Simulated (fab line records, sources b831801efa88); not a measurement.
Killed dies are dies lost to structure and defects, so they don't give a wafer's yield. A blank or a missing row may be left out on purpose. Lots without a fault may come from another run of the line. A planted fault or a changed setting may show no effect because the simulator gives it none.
fab line records | flow gf180mcu
record lots=14 wafers=42 last_day=33
route steps=602 shown LVPWELL@62 NSD@242 SALICIDE@286 M1@315
lots that met no fault: from a run of the same line without faults
start_h: hours from the record's first day to the start of the lot's first wafer shown | wait_h: hours since the lot's step before | " the same as in the row above | L1.1+2: a row that stands for several wafers | - no value, or no start given | * or withheld: withheld | < > ~ a bound
route shown NAME@n: a module of which the file shows steps, and the number in the route of the first | usual: mean/standard deviation of fault-free wafers | same: alike in all rows | chamber/n: place in a boat | sites: the reading at each site | _std_site: their standard deviation | _edge_site: outer sites' mean less inner sites' | radius_mm: how far each site lies from the wafer's centre | mask NAME#n: copy n | behind: the tool/chamber that last shaped the wafer | hold: why the lot was held/for how many hours/how that ended | device: the transistor (n, p or np) that didn't switch | end of line: the same wafers' tests at the end of the route | a step without rows: its recipe alone | killed: dies lost to structure and defects at the first sort, not the wafer's yield | map: a wafer's dies, x killed, . not, _ none there
set.NAME: the setting as run; set.NAME@STEP: as run at that earlier step | model.NAME: the simulator's own value behind a step, which no gauge read
steps of the route over a sample of lots; a table a step, a row a wafer
services: from which hour (start_h, from the record's first day; less than 0 if before it) a tool's chamber was out of use, for how many hours, and why
## steps
# step GF_LVPWELL_IMPLANT_08
# recipe species=B energy_kev=170 dose_cm2=1.5e+13 tilt_deg=0
# usual beam_energy_keV=169.99/0.052 dose_ions_cm2=1.4999e+13/1.6e+10 tilt_deg=0.001/0.017
# columns lot.wafer tool chamber start_h wait_h beam_energy_keV dose_ions_cm2 tilt_deg
L940.1 implanter-04 0 83.03 0.0 170.05 1.5001e+13 0.032
L940.3 " 0 " " 170.00 1.5002e+13 -0.011
L940.4 " 0 " " 170.05 1.4985e+13 0.007
L941.4 implanter-04 0 84.36 0.1 170.00 1.5021e+13 0.012
L941.5 " 0 " " 169.95 1.501e+13 -0.024
L941.6 " 0 " " 169.98 1.5001e+13 0.005
L942.3 implanter-01 0 89.03 0.1 170.01 1.5011e+13 0.000
L942.4 " 0 " " 170.05 1.502e+13 0.045
L942.6 " 0 " " 170.02 1.5005e+13 0.027
L944.3 implanter-04 0 100.88 0.1 170.04 1.503e+13 -0.005
L944.5 " 0 " " 170.05 1.5008e+13 0.010
L944.6 " 0 " " 169.92 1.5024e+13 0.003
L945.1 implanter-01 0 112.03 0.0 170.02 1.4998e+13 -0.013
L945.3 " 0 " " 170.01 1.4982e+13 -0.014
L945.5 " 0 " " 170.00 1.4997e+13 0.010
L947.2 implanter-02 0 129.81 0.0 169.90 1.4985e+13 0.001
L947.4 " 0 " " 170.06 1.4988e+13 -0.015
L947.5 " 0 " " 170.03 1.4985e+13 0.003
L949.4 implanter-01 0 134.32 0.1 169.96 1.5008e+13 0.019
L949.5 " 0 " " 170.00 1.501e+13 -0.010
L949.6 " 0 " " 169.96 1.5015e+13 -0.031
L948.2 implanter-04 0 134.66 0.0 170.04 1.5014e+13 0.001
L948.5 " 0 " " 169.98 1.4991e+13 0.007
L948.6 " 0 " " 170.09 1.4992e+13 0.010
L950.1 implanter-04 0 143.03 0.0 169.89 1.4999e+13 0.038
L950.3 " 0 " " 169.96 1.5019e+13 0.027
L950.4 " 0 " " 169.91 1.4986e+13 0.003
L954.2 implanter-02 0 163.16 0.0 170.06 1.501e+13 -0.002
L954.3 " 0 " " 170.05 1.4991e+13 0.014
L954.5 " 0 " " 170.04 1.4998e+13 -0.003
L957.4 implanter-01 0 175.36 0.1 198.31 1.4994e+13 0.007
L957.5 " 0 " " 198.41 1.5003e+13 -0.011
L957.6 " 0 " " 198.36 1.5028e+13 0.006
L958.2 implanter-02 0 181.21 0.0 170.03 1.4982e+13 0.029
L958.3 " 0 " " 169.98 1.4996e+13 0.008
L958.4 " 0 " " 170.03 1.4996e+13 0.015
L959.2 implanter-01 0 191.26 0.0 198.29 1.497e+13 0.017
L959.4 " 0 " " 198.30 1.499e+13 -0.018
L959.5 " 0 " " 198.35 1.4996e+13 0.021
L960.2 implanter-01 0 192.31 0.0 198.37 1.502e+13 0.005
L960.3 " 0 " " 198.42 1.5012e+13 0.029
L960.5 " 0 " " 198.32 1.5e+13 -0.004
# step GF_VT_IMPLANT_RS_MEAS_48
# recipe thk_meas_gauge=four-point-probe
# usual LVPWELL_RS=1197/3.6
# columns lot.wafer tool chamber start_h wait_h LVPWELL_RS[ohm/sq]
L940.1 film_metro-01 - 171.23 0.1 1193
L940.3 " - " " 1191
L940.4 " - " " 1193
L941.4 film_metro-03 - 174.19 0.1 1201
L941.5 " - " " 1201
L941.6 " - " " 1201
L942.3 film_metro-01 - 179.01 0.1 1199
L942.4 " - " " 1194
L942.6 " - " " 1194
L944.3 film_metro-02 - 194.63 0.1 1198
L944.5 " - " " 1199
L944.6 " - " " 1193
L945.1 film_metro-01 - 206.58 0.1 1195
L945.3 " - " " 1196
L945.5 " - " " 1195
L947.2 film_metro-01 - 229.53 0.1 1193
L947.4 " - " " 1194
L947.5 " - " " 1194
L949.4 film_metro-03 - 235.99 0.1 1200
L949.5 " - " " 1197
L949.6 " - " " 1200
L948.2 film_metro-02 - 237.55 0.1 1196
L948.5 " - " " 1200
L948.6 " - " " 1198
L950.1 film_metro-02 - 247.83 0.1 1199
L950.3 " - " " 1199
L950.4 " - " " 1198
L954.2 film_metro-03 - 270.95 0.1 1199
L954.3 " - " " 1199
L954.5 " - " " 1197
L957.4 film_metro-01 - 285.69 0.1 1154
L957.5 " - " " 1157
L957.6 " - " " 1160
L958.2 film_metro-03 - 294.41 0.1 1197
L958.3 " - " " 1197
L958.4 " - " " 1200
L959.2 film_metro-01 - 304.65 0.1 1160
L959.4 " - " " 1161
L959.5 " - " " 1162
L960.2 film_metro-01 - 305.70 0.1 1162
L960.3 " - " " 1161
L960.5 " - " " 1159
# step GF_NSD_CD_MEAS_07
# recipe target_cd_nm=400
# usual cd_nm=400.8/2
# columns lot.wafer tool chamber start_h wait_h cd_nm
L940.1 cd_sem-01 - 311.93 0.1 399.6
L940.3 " - " " 398.2
L940.4 " - " " 397.4
L941.4 cd_sem-02 - 316.14 0.1 402.3
L941.5 " - " " 399.5
L941.6 " - " " 400.9
L942.3 cd_sem-01 - 329.38 0.1 402.3
L942.4 " - " " 399.5
L942.6 " - " " 400.0
L944.3 cd_sem-02 - 344.32 0.1 400.4
L944.5 " - " " 400.8
L944.6 " - " " 401.8
L945.1 cd_sem-02 - 359.13 0.1 397.7
L945.3 " - " " 400.8
L945.5 " - " " 397.8
L947.2 cd_sem-01 - 386.66 0.1 401.3
L947.4 " - " " 401.1
L947.5 " - " " 403.1
L949.4 cd_sem-02 - 388.35 0.1 406.3
L949.5 " - " " 401.5
L949.6 " - " " 404.9
L948.2 cd_sem-02 - 393.85 0.1 405.2
L948.5 " - " " 402.9
L948.6 " - " " 402.5
L950.1 cd_sem-01 - 407.14 0.1 402.3
L950.3 " - " " 401.8
L950.4 " - " " 401.1
L954.2 cd_sem-01 - 437.01 0.1 399.0
L954.3 " - " " 399.0
L954.5 " - " " 399.7
L957.4 cd_sem-02 - 455.78 0.1 397.4
L957.5 " - " " 396.1
L957.6 " - " " 398.7
L958.2 cd_sem-01 - 464.59 0.1 401.8
L958.3 " - " " 402.8
L958.4 " - " " 399.5
L959.2 cd_sem-01 - 480.26 0.1 399.6
L959.4 " - " " 399.5
L959.5 " - " " 402.9
L960.2 cd_sem-02 - 480.94 0.1 402.1
L960.3 " - " " 400.5
L960.5 " - " " 400.2
# step GF_SALICIDE_RTA_08
# recipe temp_c=800 time_s=30 ambient=N2
# usual chamber_o2_ppm=2.005/0.021 lamp_power_pct=15.7/0.61 wafer_temp_C_max=804.4/0.95
# columns lot.wafer tool chamber start_h wait_h chamber_o2_ppm lamp_power_pct wafer_temp_C_max
L940.1 rtp_anneal-01 0 355.90 0.0 1.988 16.0 805.0
L940.3 " 0 " " 1.985 15.9 803.0
L940.4 " 0 " " 1.988 16.0 804.9
L941.4 rtp_anneal-01 0 359.77 0.1 1.997 16.0 805.2
L941.5 " 0 " " 2.006 16.0 803.1
L941.6 " 0 " " 2.006 16.0 803.5
L942.3 rtp_anneal-01 0 373.61 0.0 1.989 16.0 804.2
L942.4 " 0 " " 2.018 16.0 805.3
L942.6 " 0 " " 2.002 16.0 804.9
L944.3 rtp_anneal-02 0 388.88 0.0 2.039 14.4 804.8
L944.5 " 0 " " 2.014 14.5 804.5
L944.6 " 0 " " 1.996 14.4 804.6
L945.1 rtp_anneal-01 0 405.67 0.0 2.032 16.0 805.1
L945.3 " 0 " " 2.022 16.0 804.4
L945.5 " 0 " " 1.965 16.0 804.8
L947.2 rtp_anneal-01 0 435.80 0.0 2.002 16.0 804.4
L947.4 " 0 " " 1.997 16.0 804.2
L947.5 " 0 " " 2.022 16.0 804.3
L949.4 rtp_anneal-01 0 436.48 0.1 2.030 16.0 803.2
L949.5 " 0 " " 2.023 16.0 804.6
L949.6 " 0 " " 2.032 16.0 803.4
L948.2 rtp_anneal-01 0 443.02 0.0 1.975 16.0 804.4
L948.5 " 0 " " 2.001 16.0 805.0
L948.6 " 0 " " 1.993 16.0 803.3
L950.1 rtp_anneal-01 0 457.08 0.0 1.959 16.0 804.0
L950.3 " 0 " " 1.980 16.0 804.6
L950.4 " 0 " " 2.008 16.0 804.7
L954.2 rtp_anneal-02 0 487.30 0.0 1.997 14.5 807.0
L954.3 " 0 " " 2.001 14.5 805.3
L954.5 " 0 " " 2.032 14.5 806.8
L957.4 rtp_anneal-01 0 504.77 0.1 2.039 16.0 804.8
L957.5 " 0 " " 2.035 16.0 805.2
L957.6 " 0 " " 2.022 16.0 803.9
L958.2 rtp_anneal-01 0 514.02 0.0 2.005 16.0 802.7
L958.3 " 0 " " 1.966 16.0 803.9
L958.4 " 0 " " 1.971 16.0 803.3
L959.2 rtp_anneal-01 0 528.33 0.0 2.004 16.0 804.0
L959.4 " 0 " " 1.991 16.0 805.7
L959.5 " 0 " " 2.000 16.0 803.7
L960.2 rtp_anneal-01 0 529.78 0.0 1.999 16.0 804.4
L960.3 " 0 " " 2.028 15.9 804.0
L960.5 " 0 " " 2.031 15.9 804.0
# step GF_M1_SPUTTER_00
# recipe material=Ti target_thk_nm=37.5 arriving_ion_energy_ev=80 substrate_temp_c=200 chamber_pressure_pa=2 power_w=4000 time_s=150
# usual throttle_valve_pct=30.4/1.3
# columns lot.wafer tool chamber start_h wait_h throttle_valve_pct
L940.1 pvd_sputter-04 - 379.12 0.2 30.5
L940.3 " - " " 31.0
L940.4 " - " " 29.5
L941.4 pvd_sputter-04 - 382.81 0.2 31.1
L941.5 " - " " 29.5
L941.6 " - " " 30.5
L942.3 pvd_sputter-02 - 398.50 0.2 27.2
L942.4 " - " " 31.7
L942.6 " - " " 31.6
L944.3 pvd_sputter-02 - 413.54 0.2 31.6
L944.5 " - " " 29.9
L944.6 " - " " 31.6
L945.1 pvd_sputter-04 - 431.40 0.1 29.5
L945.3 " - " " 31.7
L945.5 " - " " 29.4
L947.2 pvd_sputter-03 - 461.54 0.2 30.6
L947.4 " - " " 31.0
L947.5 " - " " 31.0
L949.4 pvd_sputter-02 - 462.57 0.1 31.8
L949.5 " - " " 31.8
L949.6 " - " " 27.4
L948.2 pvd_sputter-03 - 468.71 0.2 30.5
L948.5 " - " " 30.9
L948.6 " - " " 30.9
L950.1 pvd_sputter-04 - 483.66 0.1 29.4
L950.3 " - " " 31.7
L950.4 " - " " 30.2
L954.2 pvd_sputter-03 - 513.10 0.1 30.4
L954.3 " - " " 30.6
L954.5 " - " " 29.0
L957.4 pvd_sputter-04 - 529.49 0.2 29.4
L957.5 " - " " 31.1
L957.6 " - " " 29.6
L958.2 pvd_sputter-02 - 538.59 0.1 31.4
L958.3 " - " " 29.8
L958.4 " - " " 31.7
L959.2 pvd_sputter-02 - 552.85 0.2 31.6
L959.4 " - " " 29.6
L959.5 " - " " 31.7
L960.2 pvd_sputter-02 - 554.45 0.1 31.5
L960.3 " - " " 29.8
L960.5 " - " " 31.6
## services
# columns tool chamber start_h hours kind
implanter-04 - 73.53 5.4 repair
pvd_sputter-03 - 93.98 7.1 repair
pvd_sputter-02 - 95.65 2.3 repair
implanter-01 - 101.33 5.5 repair
pvd_sputter-02 - 102.97 12.2 repair
pvd_sputter-04 - 103.39 3.3 repair
implanter-02 - 156.61 3.9 pm
pvd_sputter-03 - 158.47 0.9 repair
implanter-01 - 189.02 1.5 repair
implanter-02 - 194.07 8.8 pm
implanter-04 - 194.58 4.9 pm
implanter-01 - 234.25 4.7 pm
implanter-02 - 242.92 1.8 repair
implanter-02 - 253.61 2.0 repair
pvd_sputter-04 - 264.97 1.5 repair
implanter-01 - 278.17 1.5 repair
implanter-01 - 294.72 3.8 repair
implanter-02 - 295.84 2.4 repair
rtp_anneal-01 - 342.83 4.4 pm
implanter-01 - 367.96 2.0 repair
implanter-01 - 380.15 0.8 repair
implanter-01 - 410.08 15.9 pm
pvd_sputter-04 - 515.84 4.2 repair
pvd_sputter-02 - 517.58 5.1 repair
## key
first_sign step=GF_LVPWELL_IMPLANT_08 reading=beam_energy_keV direction=up sigmas=99+ usual=169.99 struck=198.35
effect step=GF_VT_IMPLANT_RS_MEAS_48 reading=LVPWELL_RS direction=down sigmas=10 usual=1197 struck=1160
met_at GF_LVPWELL_IMPLANT_08
struck_lots L957,L959,L960
rows_end L957.4,L957.5,L957.6
tester_left_out L959,L960
not_acting_at GF_NSD_CD_MEAS_07,GF_SALICIDE_RTA_08,GF_M1_SPUTTER_00
onset_between 134.32 175.36
fault kind=process_parameter_drift tool=implanter-01 chamber=- onset_h=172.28 steps=GF_LVPWELL_IMPLANT_08 channel=energy_kev offset=28.365 shape=step end_h=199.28 acts_in=these_recipes_only stated=170
# tester_left_out: of these lots the tester's yield and bins aren't shown, on N5 and GAA mostly nor the transistor test; their killed dies are dies lost to structure and defects alone, not to doping, threshold or leakage, so they don't give the yield
# rows_end: these wafers met a further fault down the route, and their rows from its step on are left out
